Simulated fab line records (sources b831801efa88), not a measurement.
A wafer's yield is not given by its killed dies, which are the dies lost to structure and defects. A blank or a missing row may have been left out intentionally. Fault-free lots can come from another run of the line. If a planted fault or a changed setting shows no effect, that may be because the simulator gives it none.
Which of the tools did it?	flow sky130	36 wafers from 12 lots sampled at 5 of the route's 708 steps

== WHAT EACH GAUGE READ, for each wafer ==
SKY_VT_ADJUST_LVTN_OVL_MEAS_07. Usual: for VT_ADJUST_LVTN_OVL the level is 2.0 nm and the standard deviation is 1.4.
lot	measured	on	VT_ADJUST_LVTN_OVL (nm)	flag
L390	day 7 11:43	overlay-02	3.4 3.2 2.0	
L391	day 7 15:28	overlay-01	3.9 2.6 4.9	
L393	day 8 06:54	overlay-02	2.1 4.8 3.6	
L396	day 9 01:10	overlay-02	2.7 -0.3 -0.6	
L399	day 9 22:37	overlay-02	4.5 3.2 4.5	
L400	day 10 01:44	overlay-01	2.0 0.5 0.7	
L404	day 11 02:52	overlay-02	2.4 2.9 2.6	
L405	day 11 09:14	overlay-02	2.2 1.3 4.4	
L408	day 12 02:25	overlay-01	0.8 2.5 1.8	
L409	day 12 11:40	overlay-02	1.0 -0.1 1.4	
L410	day 12 21:08	overlay-02	-0.1 -0.6 -0.2	
L411	day 13 02:25	overlay-01	-0.2 0.2 2.1	

SKY_VT_ADJUST_HVTR_TW_MEAS_11. Usual: for VT_ADJUST_HVTR_TW the level is 210.9 and the standard deviation is 2.2.
lot	measured	on	VT_ADJUST_HVTR_TW	flag
L390	day 10 01:34	film-metro-04	208.5 209.7 209.4	
L391	day 10 05:26	film-metro-03	210.1 210.3 211.4	
L393	day 11 00:04	film-metro-04	208.3 206.5 207.7	
L396	day 11 21:35	film-metro-04	206.5 207.9 207.6	
L399	day 12 20:19	film-metro-03	244.3 244.6 245.4	OFF
L400	day 12 23:37	film-metro-03	245.4 243.8 245.7	OFF
L404	day 14 04:49	film-metro-02	211.0 210.7 211.4	
L405	day 14 13:06	film-metro-03	211.2 211.1 211.2	
L408	day 15 09:44	film-metro-03	210.7 212.3 211.8	
L409	day 15 19:31	film-metro-02	210.3 209.4 211.1	
L410	day 16 06:54	film-metro-02	211.0 210.9 210.9	
L411	day 16 10:58	film-metro-03	212.9 213.1 214.2	

SKY_SONOS_TUNNEL_CD_MEAS_07 targets a cd of 410 nm. Usual: cd-nm 410 nm, standard deviation 3.
lot	measured	on	cd-nm (nm)	flag
L390	day 11 23:26	cd-sem-02	411 411 410	
L391	day 12 03:03	cd-sem-02	413 413 413	
L393	day 12 23:47	cd-sem-01	410 409 409	
L396	day 13 23:19	cd-sem-02	407 407 410	
L399	day 15 01:30	cd-sem-02	416 414 416	
L400	day 15 04:53	cd-sem-01	414 415 416	
L404	day 16 12:34	cd-sem-02	405 405 401	
L405	day 16 21:17	cd-sem-01	410 412 409	
L408	day 17 18:52	cd-sem-01	409 408 410	
L409	day 18 05:28	cd-sem-01	413 410 411	
L410	day 18 16:53	cd-sem-02	405 404 405	
L411	day 18 21:36	cd-sem-01	414 414 411	

== TOOL THAT RAN EACH LOT (tool first, then ch and the chambers of the sampled wafers, then the start) ==
lot	SKY_VT_ADJUST_HVTR_IMPLANT_09	SKY_VT_ADJUST_HVTR_STRIP_10
L390	implanter-03 ch 0, day 10 01:20	plasma-asher-01 ch 0,1, day 10 01:28
L391	implanter-01 ch 0, day 10 05:11	plasma-asher-02 ch 0,1, day 10 05:19
L393	implanter-03 ch 0, day 10 23:52	plasma-asher-02 ch 0,1, day 10 23:58
L396	implanter-02 ch 0, day 11 21:20	plasma-asher-02 ch 0,1, day 11 21:29
L399	implanter-02 ch 0, day 12 20:05	plasma-asher-02 ch 0,1, day 12 20:13
L400	implanter-02 ch 0, day 12 23:23	plasma-asher-04 ch 0,1, day 12 23:31
L404	implanter-01 ch 0, day 14 04:34	plasma-asher-02 ch 1, day 14 04:43
L405	implanter-03 ch 0, day 14 12:52	plasma-asher-01 ch 1, day 14 12:59
L408	implanter-01 ch 0, day 15 09:29	plasma-asher-04 ch 0,1, day 15 09:38
L409	implanter-03 ch 0, day 15 19:16	plasma-asher-02 ch 0,1, day 15 19:25
L410	implanter-01 ch 0, day 16 06:40	plasma-asher-04 ch 1, day 16 06:47
L411	implanter-02 ch 0, day 16 10:44	plasma-asher-01 ch 0,1, day 16 10:52
- SKY_VT_ADJUST_HVTR_IMPLANT_09
- SKY_VT_ADJUST_HVTR_STRIP_10: strips in O2/N2.

== AS READ BY THE TOOLS THEMSELVES (means over the sampled wafers that have a number; for cases with no such wafer, the mark the record gives instead) ==
SKY_VT_ADJUST_HVTR_IMPLANT_09. Usual: dose-ions-cm2 2.1007e+12, standard deviation 2.4e+09; faraday-current-uA 11.84, standard deviation 0.21.
lot	tool	dose-ions-cm2	faraday-current-uA	flag
L390	implanter-03	2.0987e+12	11.76	
L391	implanter-01	2.1065e+12	11.73	
L393	implanter-03	2.1008e+12	11.81	
L396	implanter-02	2.1005e+12	11.98	
L399	implanter-02	3.3621e+12	19.26	OFF
L400	implanter-02	3.3630e+12	19.21	OFF
L404	implanter-01	2.0989e+12	11.69	
L405	implanter-03	2.1001e+12	11.92	
L408	implanter-01	2.1026e+12	12.06	
L409	implanter-03	2.1028e+12	11.85	
L410	implanter-01	2.1020e+12	11.57	
L411	implanter-02	2.1019e+12	11.70	

SKY_VT_ADJUST_HVTR_STRIP_10. Usual: drypump-motor-current-A 5.7 A, standard deviation 0.5; oes-product-au 0.716 a.u., standard deviation 0.0045; strip-time-to-endpoint-s 14.19 s, standard deviation 0.036.
lot	tool	drypump-motor-current-A (A)	oes-product-au (a.u.)	strip-time-to-endpoint-s (s)	flag
L390	plasma-asher-01	5.8	0.715	14.17	
L391	plasma-asher-02	6.0	0.718	14.16	
L393	plasma-asher-02	6.0	0.715	14.16	
L396	plasma-asher-02	6.0	0.716	14.17	
L399	plasma-asher-02	5.5	0.715	14.26	
L400	plasma-asher-04	5.8	0.711	14.20	
L404	plasma-asher-02	6.4	0.716	14.16	
L405	plasma-asher-01	5.2	0.716	14.18	
L408	plasma-asher-04	5.8	0.715	14.16	
L409	plasma-asher-02	6.0	0.716	14.20	
L410	plasma-asher-04	5.7	0.713	14.15	
L411	plasma-asher-01	5.5	0.716	14.24	

== THE ANSWER, worked out from the rows above alone ==
Rule: take the mean of a lot's wafers that have a number; if it is more than 3 standard deviations from the usual mean, the lot is off. Also off: a lot with no number at a reading for which 4 or more lots have one. Where the step has rows for the other lots, those lots are counted as sound. Order of review: gauges by route order, followed by the tools' own readings, for which a lot's mean as printed above is used. The first step at which some lot is off is used, and at that step the reading that is off furthest; a lot without a number counts as furthest.
Off: at SKY_VT_ADJUST_HVTR_TW_MEAS_11 (VT_ADJUST_HVTR_TW), L399, L400.
If a tool, at a process step before that reading, ran all the lots that are off and no sound lot after the first of them, it fits. Not tried: the gauges at SKY_VT_ADJUST_HVTR_TW_MEAS_11; whatever is off there is also off at SKY_VT_ADJUST_HVTR_IMPLANT_09, on other tools, and gauge error can't account for it. No candidate that was tried fits.

== WHAT THE SIMULATOR HAD INSERTED ==
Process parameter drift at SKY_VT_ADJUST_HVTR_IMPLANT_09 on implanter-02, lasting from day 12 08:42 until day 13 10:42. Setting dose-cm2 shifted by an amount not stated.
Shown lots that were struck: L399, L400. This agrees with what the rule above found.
